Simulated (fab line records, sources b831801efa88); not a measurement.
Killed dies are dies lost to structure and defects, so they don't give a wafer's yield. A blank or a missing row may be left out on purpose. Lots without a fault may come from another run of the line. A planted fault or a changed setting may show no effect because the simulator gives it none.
Which tool did it? | flow sky130 | 13 lots, 39 wafers sampled, at 7 steps of a route of 708

WHAT THE GAUGES READ, wafer by wafer
SKY_VT_ADJUST_HVTP_CD_MEAS_07: target cd 380 nm.
lot  | measured     | on        | cd_nm (nm)
L796 | day 6 01:22  | cd_sem-02 | 377 378 377
L797 | day 6 09:07  | cd_sem-02 | 386 382 383
L798 | day 6 16:19  | cd_sem-02 | 380 382 380
L799 | day 6 20:07  | cd_sem-01 | 381 381 382
L800 | day 7 03:23  | cd_sem-01 | 381 382 382
L801 | day 7 07:40  | cd_sem-02 | 381 382 387
L802 | day 7 17:41  | cd_sem-02 | 378 377 377
L803 | day 8 03:20  | cd_sem-02 | 382 379 382
L806 | day 8 22:25  | cd_sem-01 | 380 378 380
L807 | day 9 04:10  | cd_sem-02 | - - -
L812 | day 10 08:37 | cd_sem-01 | 373 372 377
L817 | day 11 12:00 | cd_sem-01 | 382 379 383
L818 | day 11 19:52 | cd_sem-01 | 381 378 380

SKY_VT_ADJUST_HVTP_TW_MEAS_11.
lot  | measured     | on            | VT_ADJUST_HVTP_TW
L796 | day 6 01:45  | film_metro-02 | 1367 1362 1365
L797 | day 6 09:32  | film_metro-04 | 1358 1363 1361
L798 | day 6 16:42  | film_metro-04 | 1353 1356 1363
L799 | day 6 20:30  | film_metro-02 | 1357 1370 1370
L800 | day 7 03:47  | film_metro-02 | 1359 1364 1362
L801 | day 7 08:07  | film_metro-04 | 1352 1361 1357
L802 | day 7 18:04  | film_metro-02 | 1368 1367 1365
L803 | day 8 03:43  | film_metro-01 | 1345 1347 1341
L806 | day 8 22:49  | film_metro-02 | 1354 1356 1344
L807 | day 9 04:35  | film_metro-04 | 30 30 30
L812 | day 10 09:02 | film_metro-01 | 1345 1345 1341
L817 | day 11 12:23 | film_metro-02 | 1352 1355 1352
L818 | day 11 20:15 | film_metro-02 | 1347 1347 1350

SKY_VT_ADJUST_LVTN_TW_MEAS_10.
lot  | measured     | on            | VT_ADJUST_LVTN_TW
L796 | day 6 20:25  | film_metro-04 | 243.8 244.3 242.7
L797 | day 7 05:18  | film_metro-04 | 241.7 242.2 241.0
L798 | day 7 13:07  | film_metro-03 | 247.2 247.1 244.9
L799 | day 7 16:52  | film_metro-03 | 245.1 246.3 245.9
L800 | day 7 23:32  | film_metro-03 | 246.1 247.9 246.3
L801 | day 8 03:10  | film_metro-01 | 238.6 239.1 238.6
L802 | day 8 15:01  | film_metro-04 | 241.5 242.3 240.6
L803 | day 9 01:17  | film_metro-04 | 243.1 241.3 243.9
L806 | day 9 20:54  | film_metro-03 | 244.1 244.7 244.5
L807 | day 10 02:30 | film_metro-01 | 1345.3 1340.8 1340.6
L812 | day 11 08:03 | film_metro-01 | 239.1 238.7 239.7
L817 | day 12 13:20 | film_metro-04 | 241.3 242.6 241.8
L818 | day 12 20:49 | film_metro-03 | 244.3 245.7 245.4

SKY_VIA1_CD_MEAS_12: target cd 150 nm.
lot  | measured     | on        | cd_nm (nm)
L796 | day 33 21:40 | cd_sem-01 | 150.0 150.3 149.9
L797 | day 34 07:22 | cd_sem-02 | 150.1 150.3 150.4
L798 | day 34 16:19 | cd_sem-02 | 150.5 149.7 151.8
L799 | day 35 06:35 | cd_sem-01 | 149.9 149.9 149.4
L800 | day 35 07:31 | cd_sem-01 | 148.5 145.8 148.5
L801 | day 35 17:07 | cd_sem-01 | 149.5 148.9 149.7
L802 | day 36 06:28 | cd_sem-01 | 150.5 150.4 150.6
L803 | day 36 11:22 | cd_sem-01 | 147.4 148.7 146.7
L806 | day 38 07:05 | cd_sem-01 | 148.7 149.6 148.5
L807 | day 38 10:53 | cd_sem-02 | 151.4 153.3 151.8
L812 | day 39 04:47 | cd_sem-01 | 152.0 150.8 149.1
L817 | day 40 13:55 | cd_sem-02 | 149.9 150.6 150.6
L818 | day 40 20:08 | cd_sem-01 | 153.8 152.6 153.2

SKY_METAL2_OVL_MEAS_16.
lot  | measured     | on         | METAL2_OVL (nm)
L796 | day 35 02:11 | overlay-01 | 5 -5 1
L797 | day 35 11:49 | overlay-02 | 0 4 5
L798 | day 35 20:37 | overlay-01 | 5 5 4
L799 | day 36 09:59 | overlay-02 | 0 2 -1
L800 | day 36 10:59 | overlay-01 | 0 4 2
L801 | day 36 20:26 | overlay-02 | -5 -4 3
L802 | day 37 10:51 | overlay-01 | -5 -9 -10
L803 | day 37 15:21 | overlay-01 | 6 0 9
L806 | day 39 10:17 | overlay-01 | -1 -2 -6
L807 | day 39 13:26 | overlay-01 | -4 -3 -3
L812 | day 40 07:53 | overlay-02 | 7 2 3
L817 | day 41 15:19 | overlay-01 | -7 -5 -10
L818 | day 41 21:40 | overlay-02 | -2 -3 -4

WHICH TOOL RAN EACH LOT (tool, then ch and the chambers of the sampled wafers, then the start)
lot  | SKY_VT_ADJUST_HVTP_EXPOSE_04        | SKY_VIA1_SPUTTER_20
L796 | iline_stepper-02 ch 0, day 5 15:41  | pvd_sputter-02, day 33 22:28
L797 | iline_stepper-01 ch 0, day 5 23:55  | pvd_sputter-04, day 34 08:13
L798 | iline_stepper-01 ch 0, day 6 06:57  | pvd_sputter-01, day 34 17:08
L799 | iline_stepper-01 ch 0, day 6 10:28  | pvd_sputter-01, day 35 07:24
L800 | iline_stepper-02 ch 0, day 6 17:11  | pvd_sputter-02, day 35 08:21
L801 | iline_stepper-02 ch 0, day 6 22:08  | pvd_sputter-02, day 35 17:58
L802 | iline_stepper-02 ch 0, day 7 08:19  | pvd_sputter-04, day 36 07:20
L803 | iline_stepper-02 ch 0, day 7 17:49  | pvd_sputter-02, day 36 12:12
L806 | iline_stepper-01 ch 0, day 8 12:16  | pvd_sputter-02, day 38 07:56
L807 | iline_stepper-02 ch 0, day 8 18:10  | pvd_sputter-04, day 38 11:45
L812 | iline_stepper-02 ch 0, day 9 21:50  | pvd_sputter-04, day 39 05:38
L817 | iline_stepper-02 ch 0, day 11 01:02 | pvd_sputter-04, day 40 14:46
L818 | iline_stepper-02 ch 0, day 11 08:37 | pvd_sputter-04, day 40 20:58
- SKY_VT_ADJUST_HVTP_EXPOSE_04: exposes mask HVTPM, target cd 380 nm.
- SKY_VIA1_SPUTTER_20: material TiN, target thk 20 nm, time 80 s.

WHAT THE TOOLS THEMSELVES READ (means of the sampled wafers that have a number; where no wafer has one, the mark that the record gives instead)
SKY_VIA1_SPUTTER_20.
lot  | tool           | throttle_valve_pct (%)
L796 | pvd_sputter-02 | 29.7
L797 | pvd_sputter-04 | 29.3
L798 | pvd_sputter-01 | 30.0
L799 | pvd_sputter-01 | 30.2
L800 | pvd_sputter-02 | 29.7
L801 | pvd_sputter-02 | 29.6
L802 | pvd_sputter-04 | 30.3
L803 | pvd_sputter-02 | 29.0
L806 | pvd_sputter-02 | 30.3
L807 | pvd_sputter-04 | 30.2
L812 | pvd_sputter-04 | 30.2
L817 | pvd_sputter-04 | 29.7
L818 | pvd_sputter-04 | 29.7

THE ANSWER, worked out from the rows above alone
Rule: what is usual is taken from the lots themselves. Put in order of their means at a reading, lots are off if they are a third of the lots or fewer, leave a main group of 4 or more, and stand apart from it by a gap of 3 or more times the standard deviation of the main group's means; of several such gaps the widest counts. A main group whose means are all the same, to the digits that the tables above print for the reading, isn't used. A lot without any number at a reading at which 4 lots or more have one is off too. The other lots that the step has rows for count as sound. The gauges are gone through in route order, then the tools' own readings, and for those a lot's mean is taken as printed above. The first step at which some lot is off is used, and at that step the reading that is off furthest; a lot without a number counts as furthest.
Off: L807, at SKY_VT_ADJUST_HVTP_CD_MEAS_07 (cd_nm). Without a number there: L807. The main group: mean 380 nm, standard deviation 2.6.
A tool fits if, at a process step before that reading, it ran every lot that is off, and no sound lot after the first of them. The gauges at SKY_VT_ADJUST_HVTP_CD_MEAS_07 aren't tried: what is off there is off at SKY_VT_ADJUST_HVTP_TW_MEAS_11 too, on other tools, and a gauge's error can't cause that. None of those tried fits.

WHAT THE SIMULATOR HAD PUT IN
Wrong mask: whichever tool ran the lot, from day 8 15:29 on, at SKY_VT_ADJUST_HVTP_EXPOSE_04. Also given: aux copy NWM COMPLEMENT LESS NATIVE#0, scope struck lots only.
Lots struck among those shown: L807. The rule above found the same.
